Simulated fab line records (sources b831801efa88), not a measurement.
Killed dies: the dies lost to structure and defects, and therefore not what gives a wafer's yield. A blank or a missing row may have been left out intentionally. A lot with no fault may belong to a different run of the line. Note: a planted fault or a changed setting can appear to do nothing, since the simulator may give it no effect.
2 desks, one fault    flow sky130    every desk sees just its own numbers, and what lay behind them comes last

AT THE METROLOGY DESK
Lot by lot, what the gauges showed, no matter which tool ran the lot: averages of those sampled wafers that carry a number. If a lot's mean is further than 4 standard deviations from the usual mean, the lot is out of limits and carries the mark OUT (the distance appears in the brackets).
Columns: A = LI_CONTACT_W_RS at SKY_LI_CONTACT_RS_MEAS_22, usual 0.286 ohm/sq; B = LI_CONTACT_W_THK at SKY_LI_CONTACT_THK_MEAS_23, usual 402 nm
lot   first seen here  A                 B
L283  day 28 18:46     0.278             409
L286  day 30 07:34     0.291             392
L288  day 31 02:11     0.285             398
L291  day 32 00:52     0.286             406
L293  day 33 00:34     0.288             404
L294  day 33 02:59     0.261 (-4.9) OUT  446 (+4.7) OUT
L295  day 33 10:36     0.291             391
L300  day 34 22:06     0.261 (-4.7) OUT  434
L304  day 35 20:53     0.283             398
L306  day 36 13:34     0.281             410
This desk finds L294, L300 out of limits, with the earliest case on L294 at day 33 02:59 (LI_CONTACT_W_RS at SKY_LI_CONTACT_RS_MEAS_22). L283, L286, L288, L291, L293, L295, L304, L306 stayed within limits.

DESK OF THE TOOL OWNER: cvd-w-01
The tool's own readings at SKY_LI_CONTACT_CVD_21 (deposits W, target thk 400 nm, time 120.56 s): means of the sampled wafers that have a number, for each lot that ran on this tool. If a lot's mean is further than 4 standard deviations from the usual mean, the lot is out of limits and carries the mark OUT (the distance appears in the brackets).
Columns: A = heater-power-w at SKY_LI_CONTACT_CVD_21, usual 788 W
lot   first seen here  A
L286  day 30 07:26     798
L288  day 31 02:03     810
L291  day 32 00:44     805
L293  day 33 00:26     801
L294  day 33 02:51     804
L300  day 34 21:57     806
Finding of this desk: none of the 6 lots has anything out of limits.

TAKEN TOGETHER
At day 33 02:59 the metrology desk could have sounded an alarm, on L294, L300.
The desk of the tool owner found nothing out of limits.
Tool owner's desk: L294, L300 on record, inside its limits.
SKY_LI_CONTACT_CVD_21 was run on cvd-w-01 by each of the lots named.

WHAT HAD BEEN PUT IN BY THE SIMULATOR
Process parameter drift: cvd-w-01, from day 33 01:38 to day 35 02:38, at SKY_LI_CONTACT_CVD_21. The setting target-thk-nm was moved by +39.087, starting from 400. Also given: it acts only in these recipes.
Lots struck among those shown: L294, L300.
Delay in hours, fault start to first out-of-limits reading, per desk: metrology desk 1.
